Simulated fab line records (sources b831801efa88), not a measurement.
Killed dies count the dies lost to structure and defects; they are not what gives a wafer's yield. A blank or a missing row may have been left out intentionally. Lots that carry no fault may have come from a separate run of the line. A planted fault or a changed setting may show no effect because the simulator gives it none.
Which tool was responsible? ; flow sky130 ; 35 wafers from 12 lots sampled at 2 of the route's 708 steps

== WHAT THE GAUGES READ, wafer by wafer ==
SKY_VIA4_THK_MEAS_01. Usual: VIA4_HDPCVD_THK typically reads 1748 nm, with standard deviation 17.
lot;measured;on;VIA4_HDPCVD_THK (nm);flag
L843;day 42 08:44;film_metro-01;1775 1781 1751;
L844;day 42 11:36;film_metro-03;1741 1726 1750;
L842;day 42 13:02;film_metro-01;1784 1759 1764;
L847;day 43 08:35;film_metro-01;1738 1721 1729;
L845;day 43 09:58;film_metro-03;1758 1735 1755;
L846;day 43 11:13;film_metro-04;1761 1730 1730;
L848;day 44 14:38;film_metro-01;1741 1727 1738;
L850;day 45 02:46;film_metro-03;1890 1901 1891 1903;OFF
L858;day 46 14:19;film_metro-04;1757 1740 1741;
L859;day 46 15:05;film_metro-03;1734 1750 1751;
L860;day 46 19:34;film_metro-03;1752 1741 1743;
L861;day 47 00:16;film_metro-04;1734 1718 1718;

== WHICH TOOL RAN EACH LOT (tool, then ch and the chambers of the sampled wafers, then the start) ==
lot;SKY_VIA4_HDPCVD_00
L843;hdpcvd-01 ch 0,2, day 42 08:33
L844;hdpcvd-01 ch 1,2, day 42 11:24
L842;hdpcvd-01 ch 0,1, day 42 12:51
L847;hdpcvd-02 ch 0,1,2, day 43 08:25
L845;hdpcvd-01 ch 0,2, day 43 09:47
L846;hdpcvd-02 ch 0,1, day 43 11:02
L848;hdpcvd-02 ch 0,1, day 44 14:28
L850;hdpcvd-02 ch 1, day 45 02:34
L858;hdpcvd-01 ch 0,1, day 46 14:08
L859;hdpcvd-01 ch 0,2, day 46 14:55
L860;hdpcvd-01 ch 0,1, day 46 19:22
L861;hdpcvd-01 ch 0,1, day 47 00:04
- SKY_VIA4_HDPCVD_00: deposits SiO2, target thk 1750 nm, time 291.7 s.

== WHAT THE TOOLS THEMSELVES READ (means of the sampled wafers that have a number; where no wafer has one, the mark that the record gives instead) ==
SKY_VIA4_HDPCVD_00. Usual: 319.7 s for run_length_s, sd 0.66.
lot;tool;run_length_s (s);flag
L843;hdpcvd-01;320.4;
L844;hdpcvd-01;320.4;
L842;hdpcvd-01;319.8;
L847;hdpcvd-02;319.7;
L845;hdpcvd-01;320.6;
L846;hdpcvd-02;319.2;
L848;hdpcvd-02;319.3;
L850;hdpcvd-02;346.4;OFF
L858;hdpcvd-01;319.6;
L859;hdpcvd-01;320.1;
L860;hdpcvd-01;319.9;
L861;hdpcvd-01;320.0;

== THE ANSWER, worked out from the rows above alone ==
Rule: take the mean of a lot's wafers that have a number; if it is more than 3 standard deviations from the usual mean, the lot is off. Also off: a lot with no number at a reading for which 4 or more lots have one. All remaining lots with rows at the step are treated as sound. The gauges are gone through in route order, then the tools' own readings, and for those a lot's mean is taken as printed above. The first step at which some lot is off is used, and at that step the reading that is off furthest; a lot without a number counts as furthest.
Off: at SKY_VIA4_THK_MEAS_01 (VIA4_HDPCVD_THK), L850.
If a tool, at a process step before that reading, ran all the lots that are off and no sound lot after the first of them, it fits. The gauges at SKY_VIA4_THK_MEAS_01 aren't tried: what is off there is off at SKY_VIA4_HDPCVD_00 too, on other tools, and a gauge's error can't cause that. One fits: hdpcvd-02 at SKY_VIA4_HDPCVD_00. A fault onset in the window from L848 (day 44 14:28, its last sound lot) to L850 (day 45 02:34, its first lot off) fits.
The tool's own readings at SKY_VIA4_HDPCVD_00 bear it out: on the lots that are off they differ by more than 5 times the standard deviation of the sound lots' means. run_length_s reads 346.4 s there against 319.9 s on the sound lots.

== WHAT WAS PUT IN BY THE SIMULATOR ==
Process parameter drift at SKY_VIA4_HDPCVD_00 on hdpcvd-02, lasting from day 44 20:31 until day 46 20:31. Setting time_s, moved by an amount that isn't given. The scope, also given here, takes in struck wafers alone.
Shown lots that were struck: L850. The rule given above showed the same thing.
